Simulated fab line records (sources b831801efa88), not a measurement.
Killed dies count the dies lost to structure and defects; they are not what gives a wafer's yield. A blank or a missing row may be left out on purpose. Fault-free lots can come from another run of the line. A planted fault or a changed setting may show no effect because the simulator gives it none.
One fault seen from 2 desks ; flow gf180mcu ; each desk has only its own numbers; what lay behind them comes last

## THE TOOL OWNER'S DESK: cmp-01
The tool's own readings at GF_V1_CMP_04 (polishes SiO2): means of the sampled wafers that have a number, for each lot that ran on this tool. If a lot's mean is further than 4 standard deviations from the usual mean, the lot is out of limits and carries the mark OUT (the distance appears in the brackets).
Columns: A = edge-zone-pressure-frac at GF_V1_CMP_04, usual 0.999; B = motor-current-A at GF_V1_CMP_04, usual 12.5 A; C = time-to-endpoint-s at GF_V1_CMP_04, usual 84 s
lot;first seen here;A;B;C
L718;day 17 01:02;0.998;12.8;84
L721;day 18 15:46;0.999;12.7;79
L726;day 20 08:07;0.998;12.7;79
L727;day 20 16:58;0.997;11.3;103
L730;day 21 15:31;1.002;11.9;109
L737;day 24 01:36;0.994;12.2;89
L738;day 24 07:07;0.994;12.8;92
L739;day 24 18:58;1.002;11.8;97
L740;day 25 00:38;1.002;11.5;87
L741;day 25 14:22;1.004;12.1;73
This desk's verdict: no lot among the 10 shows anything out of limits.

## METROLOGY DESK
Means of the sampled wafers that have a number, per lot and without regard to the tool the lot ran on: this is what the gauges read. If a lot's mean is further than 4 standard deviations from the usual mean, the lot is out of limits and carries the mark OUT (the distance appears in the brackets).
Columns: A = M1_OVL at GF_M1_OVL_MEAS_15, usual 4 nm
lot;first seen here;A
L718;day 17 00:02;3
L721;day 18 14:28;5
L726;day 20 07:07;1
L727;day 20 15:56;-2
L729;day 21 05:43;2
L730;day 21 14:31;-0
L736;day 23 12:57;10
L737;day 24 00:37;7
L738;day 24 06:00;5
L739;day 24 17:55;1
L740;day 24 23:40;10
L741;day 25 13:22;4
This desk's verdict: no lot among the 12 shows anything out of limits.

## ALL TOGETHER
Nothing out of limits was seen by the tool owner's desk.
Nothing out of limits was seen by the metrology desk.

## WHAT HAD BEEN PUT IN BY THE SIMULATOR
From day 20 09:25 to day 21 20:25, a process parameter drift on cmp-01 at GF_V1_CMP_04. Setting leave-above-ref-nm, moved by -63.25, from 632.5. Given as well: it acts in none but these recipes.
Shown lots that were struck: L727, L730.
